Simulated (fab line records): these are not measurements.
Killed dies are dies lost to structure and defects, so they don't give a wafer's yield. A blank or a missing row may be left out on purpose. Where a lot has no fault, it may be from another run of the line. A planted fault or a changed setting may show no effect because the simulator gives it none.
Split-lot study + flow sky130 + 5 lots, 23 wafers read, on a route of 708 steps

ON THE SPLIT
At SKY_DNWELL_SOFTBAKE_03, the setting tempC was moved away from the recipe's 110 C on 12 of the 23 wafers read, by -2.5% to -1.1%. The other wafers ran this setting at the recipe's value.

FROM THE SPLIT TO THE READING: what the file shows between them, 2 steps
- SKY_DNWELL_EXPOSE_04: exposes mask DNM, target cd 3000 nm
- SKY_DNWELL_PEB_05

THE READING
coat_of_DNWELL_COAT_02.thkNm (the simulator's own value, which no gauge read), in nm, at SKY_DNWELL_DEVELOP_06 (develop time 60 s). No usual value for it is given in the file. Here, 11 wafers ran the recipe; their average is 2996 nm with a standard deviation of 8 nm.

| wafer  | tool, chamber at the split | tempC as run, C | against the recipe | coat_of_DNWELL_COAT_02.thkNm, nm | against lot-mates on the recipe |
|--------|----------------------------|-----------------|--------------------|----------------------------------|---------------------------------|
| L074.1 | lithoTrack-02, 0           | 108.8           | -1.1%              | 3000                             | +10                             |
| L074.2 | lithoTrack-02, 0           | 108.8           | -1.1%              | 2998                             | +8                              |
| L074.3 | lithoTrack-02, 0           | 110             | recipe             | 2991                             | -                               |
| L074.5 | lithoTrack-02, 0           | 108.8           | -1.1%              | 2993                             | +4                              |
| L074.6 | lithoTrack-02, 0           | 110             | recipe             | 2988                             | -                               |
| L077.1 | lithoTrack-02, 0           | 110             | recipe             | 2989                             | -                               |
| L077.2 | lithoTrack-02, 0           | 107.2           | -2.5%              | 3009                             | +25                             |
| L077.3 | lithoTrack-02, 0           | 107.2           | -2.5%              | 3004                             | +20                             |
| L077.4 | lithoTrack-02, 0           | 107.2           | -2.5%              | 3015                             | +31                             |
| L077.5 | lithoTrack-02, 0           | 110             | recipe             | 2979                             | -                               |
| L079.2 | lithoTrack-01, 0           | 107.5           | -2.3%              | 3020                             | +24                             |
| L079.3 | lithoTrack-01, 0           | 110             | recipe             | 2994                             | -                               |
| L079.4 | lithoTrack-01, 0           | 107.5           | -2.3%              | 3019                             | +23                             |
| L079.5 | lithoTrack-01, 0           | 107.5           | -2.3%              | 3015                             | +19                             |
| L079.6 | lithoTrack-01, 0           | 110             | recipe             | 2998                             | -                               |
| L080.1 | lithoTrack-02, 0           | 107.2           | -2.5%              | 3024                             | +20                             |
| L080.2 | lithoTrack-02, 0           | 107.2           | -2.5%              | 3023                             | +20                             |
| L080.3 | lithoTrack-02, 0           | 107.2           | -2.5%              | 3019                             | +16                             |
| L080.4 | lithoTrack-02, 0           | 110             | recipe             | 3008                             | -                               |
| L080.5 | lithoTrack-02, 0           | 110             | recipe             | 2999                             | -                               |
| L082.4 | lithoTrack-03, 0           | 110             | recipe             | 3001                             | -                               |
| L082.5 | lithoTrack-03, 0           | 110             | recipe             | 3002                             | -                               |
| L082.6 | lithoTrack-03, 0           | 110             | recipe             | 3003                             | -                               |

FIT RESULTS
A straight line over all 23 wafers: coat_of_DNWELL_COAT_02.thkNm changes by -8.4 nm for each +1% of tempC; r = -0.79; the points scatter about the line by 7.7 nm.
The same after taking each lot's own level away (the mean of its wafers on the recipe; 23 wafers): -8.9 nm for each +1%; r = -0.94; scatter 3.9 nm.
On that fit, the largest move of tempC shifts the reading by 23 nm.
The span of the lots' own levels, 2984.0 to 3003.5 nm, comes to 2.5 times the standard deviation stated above.
So the lot-to-lot level blurs the effect unless lot-mates are compared.
Check: with one of the wafers moved furthest among these (-2.5%) left out of the fit, the line predicts +22.1 nm for it against its lot-mates. It came out at +25 nm against them.

OTHER SPLITS ON THESE WAFERS
Note: prior to the reading, these wafers also went through further splits. Each is held against what the fit with the lots' levels taken away leaves over:
| other split on the same wafers     | wafers away from the commonest value | r with coat_of_DNWELL_COAT_02.thkNm (lot level and that fit taken away) |
|------------------------------------|--------------------------------------|-------------------------------------------------------------------------|
| SKY_FIELD_ISO_CVD_03 pressureMtorr | 10                                   | +0.19                                                                   |
| SKY_FIELD_ISO_COAT_08 resistThkNm  | 12                                   | +0.16                                                                   |
| SKY_FIELD_ISO_WET_ETCH_28 timeS    | 18                                   | -0.40                                                                   |

THE WHOLE CHAIN: every reading that the file lists as answering this split, in the file's order
| step                  | what it does      | reading                                                                       | change (the file's fit)              | r (the file's) |
|-----------------------|-------------------|-------------------------------------------------------------------------------|--------------------------------------|----------------|
| SKY_DNWELL_DEVELOP_06 | develop time 60 s | coat_of_DNWELL_COAT_02.thkNm (the simulator's own value, which no gauge read) | -8.85 nm for each +1% of the setting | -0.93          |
| SKY_DNWELL_STRIP_08   | strips in O2/N2   | stripTimeToEndpointS                                                          | withheld for each +1% of the setting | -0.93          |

FILE'S OWN FIT
coat_of_DNWELL_COAT_02.thkNm changes by -8.85 nm for each +1% of tempC, r = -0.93.
